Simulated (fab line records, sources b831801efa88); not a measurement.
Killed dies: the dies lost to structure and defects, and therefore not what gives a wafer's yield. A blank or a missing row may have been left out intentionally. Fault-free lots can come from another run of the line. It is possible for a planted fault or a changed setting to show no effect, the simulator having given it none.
A struck lot beside a sound one	flow sky130	17 steps out of a route of 708
Sound: the wafers L997.1, L997.2, L997.3. The struck wafers were L988.1, L988.3, L988.4. At the end, the cause is stated.
Order at every step that has rows: each side's tool, ch and its chambers, its first start. Under that, the readings that differ: sound wafers	struck wafers	difference of the means	sigmas: that difference in standard deviations of wafers without a fault.
alike: readings whose means differ by less than 2 such deviations, and words and numbers that are the same on both sides. not compared: withheld readings, readings that some wafer has no value for, bounds like >300 that may hide the same value, and numbers for which the record gives no deviation and whose values overlap.
The two part at a step that has a row with sigmas, a row that says differs or no value, or rows on one side only. Non-overlapping numbers with no deviation appear without sigmas and do not part them. Lack of a reading on every wafer of one side parts them only where that side has two or more wafers.

first, 1 step without rows for these wafers: SKY_LDD_HVP_IMPLANT_08.
SKY_LDD_HVP_STRIP_09: strips in O2/N2.
  sound on plasma-asher-03 ch 0,1, day 27 01:24; struck on plasma-asher-01 ch 0,1, day 24 07:14
  alike: drypump-motor-current-A, oes-product-au, strip-time-to-endpoint-s
  not compared: rf-hours-counter-h
SKY_LDD_HVP_TW_MEAS_10:
  sound: film-metro-04 at day 27 01:30; struck: film-metro-04 at day 24 07:20
  alike: LDD_HVP_TW
then, 7 steps without rows for these wafers: SKY_LDD_LDN_DEHYDRATE_00 (time 60 s); SKY_LDD_LDN_HMDS_01 (prime time 60 s); SKY_LDD_LDN_COAT_02 (resist thk 1140 nm); SKY_LDD_LDN_SOFTBAKE_03 (time 60 s); SKY_LDD_LDN_EXPOSE_04 (exposes mask LDNTM, target cd 700 nm); SKY_LDD_LDN_PEB_05; SKY_LDD_LDN_DEVELOP_06 (develop time 60 s).
SKY_LDD_LDN_OVL_MEAS_07:
  sound: overlay-01 at day 28 06:01; struck: overlay-02 at day 25 12:23
  alike: LDD_LDN_OVL
after that, 1 step had no rows for these wafers: SKY_LDD_LDN_IMPLANT_08.
SKY_LDD_LDN_IMPLANT_09:
  sound on implanter-01 ch 0, day 28 06:12; struck on implanter-03, day 25 12:35
  no value came back on the struck wafers for beam-energy-keV, beam-on-s (s), end-station-pressure-torr (Torr); on the sound wafers beam-energy-keV reads 14.998 15.003 15.000
then, 2 steps without rows for these wafers: SKY_LDD_LDN_IMPLANT_10; SKY_LDD_LDN_IMPLANT_11.
SKY_LDD_LDN_STRIP_12: strips in O2/N2.
  sound on plasma-asher-01 ch 0,1, day 28 06:39; struck on plasma-asher-04 ch 0,1, day 25 13:02
reading	sound	struck	difference	sigmas
strip-time-to-endpoint-s (s)	14.16 14.19 14.18	14.10 14.07 14.11	-0.08	-2
  alike: drypump-motor-current-A, oes-product-au
  not compared: rf-hours-counter-h
SKY_LDD_LDN_TW_MEAS_13:
  sound: film-metro-04 at day 28 06:45; struck: film-metro-03 at day 25 13:21
reading	sound	struck	difference	sigmas
LDD_LDN_TW	1484 1482 1479	1363 1356 1362	-121	-9
  not compared: hold

## WHERE THEY PART
First at SKY_LDD_LDN_IMPLANT_09; last, within this record, at SKY_LDD_LDN_TW_MEAS_13.

WHY: what had been put in by the simulator
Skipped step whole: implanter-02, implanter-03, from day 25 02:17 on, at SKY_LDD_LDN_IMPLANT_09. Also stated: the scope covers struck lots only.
